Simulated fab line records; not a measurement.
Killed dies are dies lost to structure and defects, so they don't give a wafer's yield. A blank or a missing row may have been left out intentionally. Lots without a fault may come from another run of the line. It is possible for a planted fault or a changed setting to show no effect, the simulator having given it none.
Chamber matching || flow sky130 || SKY_VIA4_CMP_02 on cmp-01 has 3 sister chambers
The step polishes SiO2. 22 wafers are shown with their chamber, then 8 later ones without.

== WAFERS, EACH WITH ITS CHAMBER ==
{"wafer": "L077.1", "chamber": 2, "motor current A (A)": 10.7}
{"wafer": "L077.2", "chamber": 0, "motor current A (A)": 12.4}
{"wafer": "L077.3", "chamber": 1, "motor current A (A)": 11.3}
{"wafer": "L078.2", "chamber": 1, "motor current A (A)": 12.2}
{"wafer": "L078.4", "chamber": 2, "motor current A (A)": 10.4}
{"wafer": "L078.6", "chamber": 2, "motor current A (A)": 11.0}
{"wafer": "L082.1", "chamber": 2, "motor current A (A)": 10.5}
{"wafer": "L082.2", "chamber": 0, "motor current A (A)": 12.7}
{"wafer": "L082.5", "chamber": 1, "motor current A (A)": 11.4}
{"wafer": "L083.1", "chamber": 1, "motor current A (A)": 11.8}
{"wafer": "L083.2", "chamber": 0, "motor current A (A)": 13.2}
{"wafer": "L083.4", "chamber": 2, "motor current A (A)": 11.0}
{"wafer": "L085.1", "chamber": 1, "motor current A (A)": 12.3}
{"wafer": "L085.4", "chamber": 2, "motor current A (A)": 11.1}
{"wafer": "L085.5", "chamber": 2, "motor current A (A)": 10.4}
{"wafer": "L087.3", "chamber": 1, "motor current A (A)": 12.0}
{"wafer": "L087.5", "chamber": 1, "motor current A (A)": 11.3}
{"wafer": "L087.6", "chamber": 0, "motor current A (A)": 13.2}
{"wafer": "L088.1", "chamber": 2, "motor current A (A)": 10.8}
{"wafer": "L088.4", "chamber": 0, "motor current A (A)": 13.1}
{"wafer": "L088.6", "chamber": 2, "motor current A (A)": 10.2}
{"wafer": "L090.1", "chamber": 2, "motor current A (A)": 10.9}

SIGNATURES, as means of the wafers listed above
{"reading": "motor current A", "chamber 0": 12.920, "chamber 1": 11.757, "chamber 2": 10.700, "scatter within a chamber": 0.36}
Rule: distance of a wafer from a chamber = root of the sum over the readings of ((wafer's reading minus chamber's mean) / reading's scatter) squared. If the next closest chamber is less than 2 further off than the closest, the wafer can't be placed; otherwise it belongs to the closest. The scatter is the square root of a quotient: the sum, over the shown wafers, of each reading's squared deviation from its chamber's mean, divided by wafers minus chambers.

== WAFERS MISSING THEIR CHAMBER ==
{"wafer": "L090.6", "motor current A (A)": 12.8}
{"wafer": "L092.3", "motor current A (A)": 10.8}
{"wafer": "L092.4", "motor current A (A)": 13.2}
{"wafer": "L093.2", "motor current A (A)": 11.0}
{"wafer": "L093.3", "motor current A (A)": 12.5}
{"wafer": "L095.1", "motor current A (A)": 10.6}
{"wafer": "L095.2", "motor current A (A)": 11.5}
{"wafer": "L095.4", "motor current A (A)": 12.8}

== EACH ONE'S CHAMBER ==
{"wafer": "L090.6", "from the rows above": 0, "in truth": 0}
{"wafer": "L092.3", "from the rows above": 2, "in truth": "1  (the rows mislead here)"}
{"wafer": "L092.4", "from the rows above": 0, "in truth": 0}
{"wafer": "L093.2", "from the rows above": "can't be placed: 2 or 1", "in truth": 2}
{"wafer": "L093.3", "from the rows above": "can't be placed: 0 or 1", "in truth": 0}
{"wafer": "L095.1", "from the rows above": 2, "in truth": 2}
{"wafer": "L095.2", "from the rows above": "can't be placed: 1 or 2", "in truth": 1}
{"wafer": "L095.4", "from the rows above": 0, "in truth": 0}
Placed correctly: 4 of 8. Unplaceable from these rows: 3, with the true chamber sitting among the candidates in 3. Number placed wrongly: 1.
